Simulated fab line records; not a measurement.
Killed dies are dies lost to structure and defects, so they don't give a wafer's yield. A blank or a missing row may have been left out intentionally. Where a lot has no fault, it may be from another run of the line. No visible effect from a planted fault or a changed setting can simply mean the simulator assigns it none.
Which of the tools did it?    flow sky130    at 1 step of a route of 708, 6 lots with 18 wafers sampled

## WHAT THE GAUGES READ, wafer by wafer
SKY_FIELD_ISO_THK_MEAS_02.
lot   measured     on             FIELD_ISO_OXIDATION_00_THK (nm)
L295  day 2 03:20  film-metro-03  11.81 11.83 11.90
L299  day 3 00:04  film-metro-02  11.83 12.02 11.92
L301  day 3 10:06  film-metro-02  12.15 12.07 12.29
L303  day 3 19:47  film-metro-03  12.03 12.26 12.11
L312  day 5 15:51  film-metro-03  12.23 12.13 12.21
L315  day 6 07:04  film-metro-04  11.74 11.78 11.92

## WHICH TOOL RAN EACH LOT (tool, then ch and the chambers of the sampled wafers, then the start)
Record: no process step prior to these readings.

## THE ANSWER, worked out from the rows above alone
Rule: the lots themselves supply what counts as usual. Put in order of their means at a reading, lots are off if they are a third of the lots or fewer, leave a main group of 4 or more, and stand apart from it by a gap of 3 or more times the standard deviation of the main group's means; of several such gaps the widest counts. A main group whose means are all the same, to the digits that the tables above print for the reading, isn't used. Also off: a lot with no number at a reading for which 4 or more lots have one. All remaining lots with rows at the step are treated as sound.
Nothing can be told from this: no lot is off at any reading shown.

## WHAT THE SIMULATOR HAD INSERTED
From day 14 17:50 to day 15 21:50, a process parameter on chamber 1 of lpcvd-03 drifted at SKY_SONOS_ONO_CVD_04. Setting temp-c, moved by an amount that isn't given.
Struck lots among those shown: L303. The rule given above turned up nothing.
